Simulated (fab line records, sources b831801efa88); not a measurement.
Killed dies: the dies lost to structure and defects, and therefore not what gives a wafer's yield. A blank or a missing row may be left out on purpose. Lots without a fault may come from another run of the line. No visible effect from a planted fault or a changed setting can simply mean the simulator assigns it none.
A struck lot beside a sound one | flow sky130 | 43 out of 708 route steps
Sound: these wafers, L226.1, L226.5, L226.6. Struck: wafers L225.1, L225.6. (L225.2 of the same lot was not struck and is left out.) The cause comes at the end.
Per side, at each step with rows, come the tool, then ch with its chambers, and then its first start. Under that, the readings that differ: sound wafers | struck wafers | difference of the means | sigmas: that difference in standard deviations of wafers without a fault.
alike: readings with means less than 2 such deviations apart, plus words and numbers identical on both sides. not compared: withheld readings, readings lacking a value on some wafer, bounds such as >300 that could conceal the same value, and numbers that have no deviation in the record and whose values overlap.
Wherever a step has rows on one side only, a row that says differs or no value, or a row with sigmas, the two part there. When numbers do not overlap yet have no deviation, they are printed without sigmas and do not part them. A reading missing from all wafers of one side parts the sides only when that side holds two or more wafers.

first, 3 steps without rows for these wafers: SKY_FIELD_ISO_WET_ETCH_30 (etches SiO2 in dHF, target depth 25 nm, time 50 s); SKY_NWELL_CLEAN_00 (cleans in SC1/SC2, time 150 s); SKY_NWELL_OXIDATION_01 (stabilise 600 s, purge 300 s, target thk 10 nm).
SKY_NWELL_THK_MEAS_02:
  sound: film metro-01 at day 6 02:23; struck: film metro-03 at day 5 21:17
  alike: NWELL_OXIDATION_THK
then, 8 steps without rows for these wafers: SKY_DNWELL_DEHYDRATE_00 (time 60 s); SKY_DNWELL_HMDS_01 (prime time 60 s); SKY_DNWELL_COAT_02 (resist thk 3000 nm); SKY_DNWELL_SOFTBAKE_03; SKY_DNWELL_EXPOSE_04 (exposes mask DNM, target cd 3000 nm); SKY_DNWELL_PEB_05; SKY_DNWELL_DEVELOP_06 (develop time 60 s); SKY_DNWELL_IMPLANT_07.
SKY_DNWELL_STRIP_08: strips in O2/N2.
  sound on plasma asher-03 ch 0,1, day 6 21:55; struck on plasma asher-01 ch 1, day 6 17:10
  alike: drypump motor current A, oes product au, strip time to endpoint s
  not compared: rf hours counter h
SKY_DNWELL_TW_MEAS_09:
  sound: film metro-01 at day 6 22:01; struck: film metro-02 at day 6 17:16
  alike: DNWELL_TW
then, 7 steps without rows for these wafers: SKY_PWDE_DEHYDRATE_00 (time 60 s); SKY_PWDE_HMDS_01 (prime time 60 s); SKY_PWDE_COAT_02 (resist thk 3000 nm); SKY_PWDE_SOFTBAKE_03; SKY_PWDE_EXPOSE_04 (exposes mask PWDEM, target cd 840 nm); SKY_PWDE_PEB_05; SKY_PWDE_DEVELOP_06 (develop time 60 s).
SKY_PWDE_OVL_MEAS_07:
  sound: overlay-02 at day 7 18:14; struck: overlay-02 at day 7 12:08
  alike: PWDE_OVL
then, 1 step without rows for these wafers: SKY_PWDE_IMPLANT_08.
SKY_PWDE_STRIP_09: strips in O2/N2.
  sound on plasma asher-01 ch 0,1, day 7 18:43; struck on plasma asher-01 ch 0,1, day 7 12:20
  alike: drypump motor current A, oes product au, strip time to endpoint s
  not compared: rf hours counter h
SKY_PWDE_TW_MEAS_10:
  sound: film metro-03 at day 7 18:49; struck: film metro-03 at day 7 12:26
  alike: PWDE_TW
then, 7 steps without rows for these wafers: SKY_NWELL_DEHYDRATE_03 (time 60 s); SKY_NWELL_HMDS_04 (prime time 60 s); SKY_NWELL_COAT_05 (resist thk 3000 nm); SKY_NWELL_SOFTBAKE_06; SKY_NWELL_EXPOSE_07 (exposes mask NWM, target cd 840 nm); SKY_NWELL_PEB_08; SKY_NWELL_DEVELOP_09 (develop time 60 s).
SKY_NWELL_OVL_MEAS_10:
  sound: overlay-01 at day 8 16:35; struck: overlay-01 at day 8 09:35
  alike: NWELL_00_OVL
then, 3 steps without rows for these wafers: SKY_NWELL_IMPLANT_11; SKY_NWELL_IMPLANT_12; SKY_NWELL_IMPLANT_13.
SKY_NWELL_STRIP_14: strips in O2/N2.
  sound on plasma asher-03 ch 0,1, day 8 17:05; struck on plasma asher-03 ch 0,1, day 8 10:04
  alike: drypump motor current A, oes product au, strip time to endpoint s
  not compared: rf hours counter h
SKY_NWELL_TW_MEAS_15:
  sound: film metro-03 at day 8 17:11; struck: film metro-03 at day 8 10:10
  alike: NWELL_TW
then, 4 steps without rows for these wafers: SKY_NWELL_DEHYDRATE_16 (time 60 s); SKY_NWELL_HMDS_17 (prime time 60 s); SKY_NWELL_COAT_18 (resist thk 3000 nm); SKY_NWELL_SOFTBAKE_19.
-- the record jumps here: 42 days lie between the struck wafers' starts before and after (it left off in module NWELL and takes up again in module PAD_OPEN, whose first step shown is number 708 of the route) --
SKY_PAD_OPEN_PROBE_99:
  only the struck wafers here have rows in the record (prober-01, day 50 08:11); the sound ones have none

== WHERE THEY PART ==
SKY_PAD_OPEN_PROBE_99 only, going by this record.

WHY: the cause the simulator had injected
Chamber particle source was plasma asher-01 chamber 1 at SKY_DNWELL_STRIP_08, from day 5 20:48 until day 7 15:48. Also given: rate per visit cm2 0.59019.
